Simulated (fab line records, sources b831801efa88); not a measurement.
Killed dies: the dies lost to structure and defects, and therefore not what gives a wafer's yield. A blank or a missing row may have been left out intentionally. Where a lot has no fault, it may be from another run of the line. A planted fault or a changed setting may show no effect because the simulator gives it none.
Which tool is to blame? | flow gf180mcu | 6 lots with 18 wafers sampled at 3 steps, on a route of 602 steps

WHAT THE GAUGES READ, wafer by wafer
GF_V3_OVL_MEAS_15.
lot  | measured     | on         | V3_OVL (nm)
L472 | day 22 16:52 | overlay-01 | -7 -4 -8
L476 | day 24 05:20 | overlay-01 | 1 -12 -2
L479 | day 25 06:10 | overlay-02 | 7 3 8
L486 | day 27 10:18 | overlay-01 | 0 1 -1
L488 | day 27 22:07 | overlay-02 | -1 -2 7
L491 | day 28 14:43 | overlay-02 | -4 4 6

TOOL THAT RAN EACH LOT (tool first, then ch and the chambers of the sampled wafers, then the start)
lot  | GF_M3_METAL_ETCH_16               | GF_V3_CVD_02
L472 | rie-metal-04 ch 0,1, day 21 16:43 | pecvd-01 ch 1,2, day 21 17:32
L476 | rie-metal-01 ch 0, day 23 05:02   | pecvd-01 ch 0,2, day 23 05:55
L479 | rie-metal-03 ch 0,1, day 24 06:19 | pecvd-01 ch 0,1,2, day 24 07:06
L486 | rie-metal-04 ch 1, day 26 11:50   | pecvd-01 ch 0,2, day 26 12:44
L488 | rie-metal-03 ch 0,1, day 27 00:28 | pecvd-01 ch 0,1,2, day 27 01:15
L491 | rie-metal-04 ch 0,1, day 27 17:14 | pecvd-01 ch 1,2, day 27 18:01
- GF_M3_METAL_ETCH_16: etches the open film in Cl2/BCl3, stops on SiO2, target depth 627.5 nm, time 104.6 s.
- GF_V3_CVD_02: deposits SiO2 from TEOS, target thk 850 nm, time 94.851 s.

THE ANSWER, worked out from the rows above alone
Rule: the lots themselves supply what counts as usual. Put in order of their means at a reading, lots are off if they are a third of the lots or fewer, leave a main group of 4 or more, and stand apart from it by a gap of 3 or more times the standard deviation of the main group's means; of several such gaps the widest counts. If all means in a main group match to the digits the tables above print for the reading, that group is not used. Also off: a lot with no number at a reading for which 4 or more lots have one. All remaining lots with rows at the step are treated as sound.
Across all readings shown, no lot is off: no conclusion can be drawn from this.

WHAT WAS PUT IN BY THE SIMULATOR
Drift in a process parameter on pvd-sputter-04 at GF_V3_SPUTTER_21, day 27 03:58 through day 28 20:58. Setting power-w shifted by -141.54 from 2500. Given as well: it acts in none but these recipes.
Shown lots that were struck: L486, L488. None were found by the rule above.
